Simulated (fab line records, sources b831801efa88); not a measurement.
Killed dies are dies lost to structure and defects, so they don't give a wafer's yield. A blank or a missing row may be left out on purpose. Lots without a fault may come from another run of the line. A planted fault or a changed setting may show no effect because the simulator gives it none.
A struck lot beside a sound one | flow sky130 | 15 steps out of a route of 708
Sound: wafers L484.1, L484.3, L484.4. Struck: wafers L477.3, L477.4, L477.6. The cause comes at the end.
At each step with rows: each side's tool, then ch and its chambers, then its first start. Under that, the readings that differ: sound wafers | struck wafers | difference of the means | sigmas: that difference in standard deviations of wafers without a fault.
alike: readings whose means differ by less than 2 such deviations, and words and numbers that are the same on both sides. not compared: withheld readings, readings that some wafer has no value for, bounds like >300 that may hide the same value, and numbers for which the record gives no deviation and whose values overlap.
The two part at a step that has a row with sigmas, a row that says differs or no value, or rows on one side only. Numbers that don't overlap but have no deviation are shown without sigmas and don't part them. A reading that every wafer of one side lacks parts them only if that side has two wafers or more.

first, 1 step without rows for these wafers: SKY_METAL1_DEVELOP_14 (develop time 60 s).
SKY_METAL1_CD_MEAS_15: target cd 140 nm.
  sound on cd_sem-01, day 38 05:35; struck on cd_sem-01, day 36 09:43
  reading    | sound             | struck            | difference | sigmas
  cd_nm (nm) | 139.8 138.1 136.2 | 141.8 141.3 141.0 | +3.3       | +2
SKY_METAL1_OVL_MEAS_16:
  sound on overlay-02, day 38 05:42; struck on overlay-02, day 36 09:48
  alike: METAL1_OVL
SKY_METAL1_DESCUM_17: chemistry O2, time 8 s.
  sound on rie_metal-01 ch 0,1, day 38 05:44; struck on rie_metal-02 ch 0,1, day 36 09:50
  alike: drypump_motor_current_A, oes_product_au, rf_fwd_power_W
  not compared: rf_hours_counter_h
SKY_METAL1_ETCH_18: etches BARC in N2/H2, stops on SiO2, time 47.72 s, target depth 60 nm.
  sound on rie_metal-01 ch 0,1, day 38 05:46; struck on rie_metal-02 ch 0,1, day 36 09:53
  reading                     | sound       | struck      | difference | sigmas
  drypump_motor_current_A (A) | 5.2 5.2 5.1 | 5.4 6.2 6.2 | +0.8       | +2
  alike: oes_product_au, throttle_valve_pct
  not compared: rf_hours_counter_h
SKY_METAL1_METAL_ETCH_19: etches the open film in Cl2/BCl3, stops on SiO2, target depth 360 nm, time 78 s.
  sound on rie_metal-01 ch 0,1, day 38 05:50; struck on rie_metal-02 ch 0,1, day 36 09:57
  reading                     | sound       | struck      | difference | sigmas
  drypump_motor_current_A (A) | 5.2 5.2 5.1 | 5.4 6.2 6.2 | +0.8       | +2
  rf_fwd_power_W (W)          | 885 892 891 | 895 899 898 | +8         | +2
  alike: mfc_cl2_sccm, oes_product_au, throttle_valve_pct
  not compared: rf_hours_counter_h
SKY_METAL1_STRIP_20: strips in O2/N2.
  sound on plasma_asher-01 ch 0,1, day 38 05:55; struck on plasma_asher-03 ch 0,1, day 36 10:02
  alike: drypump_motor_current_A, oes_product_au, strip_time_to_endpoint_s
  not compared: rf_hours_counter_h
then, 4 steps without rows for these wafers: SKY_METAL1_STRIP_21 (strips in post etch residue remover, time 1200 s); SKY_METAL1_CLEAN_22 (cleans in IPA, time 180 s); SKY_METAL1_CLEAN_23 (cleans in O3/DIW); SKY_VIA1_HDPCVD_00 (deposits SiO2, target thk 1030 nm, time 171.7 s).
SKY_VIA1_THK_MEAS_01:
  sound on film_metro-04, day 38 06:38; struck on film_metro-03, day 36 10:50
  alike: VIA1_HDPCVD_THK
SKY_VIA1_CMP_02: polishes SiO2.
  sound on cmp-01 ch 0,2,3, day 38 06:41; struck on cmp-02 ch 0,3, day 36 10:53
  reading          | sound             | struck            | difference | sigmas
  platen_rpm (rpm) | 59.95 60.00 60.00 | 66.05 66.02 66.03 | +6.05      | +99 or more
  alike: edge_zone_pressure_frac, motor_current_A, slurry_flow_ml_min
SKY_VIA1_BOW_MEAS_03:
  sound on film_metro-04, day 38 06:59; struck on film_metro-04, day 36 11:13
  alike: VIA1_BOW
-- the record jumps here: 12 days lie between the struck wafers' starts before and after (it left off in module VIA1 and takes up again in module PAD_OPEN, whose first step shown is number 708 of the route) --
SKY_PAD_OPEN_PROBE_99:
  sound on prober-01, day 49 23:13; struck on prober-02, day 48 14:18
  alike: defect_limited_yield, killed_at_M0_to_M3, killed_at_M4_up, killed_at_contacts, killed_at_front_end, killed_at_other, killed_dies, killed_open, killed_short, sort_bin_3_pad_short, sort_bin_5_function, sort_bin_6_memory, sort_n_pass, sort_yield_pct

WHERE THEY PART
First at SKY_METAL1_CD_MEAS_15; last, within this record, at SKY_VIA1_CMP_02. Later steps at which nothing parts them and some readings are alike: SKY_VIA1_BOW_MEAS_03, SKY_PAD_OPEN_PROBE_99.

WHY: what the simulator had put in
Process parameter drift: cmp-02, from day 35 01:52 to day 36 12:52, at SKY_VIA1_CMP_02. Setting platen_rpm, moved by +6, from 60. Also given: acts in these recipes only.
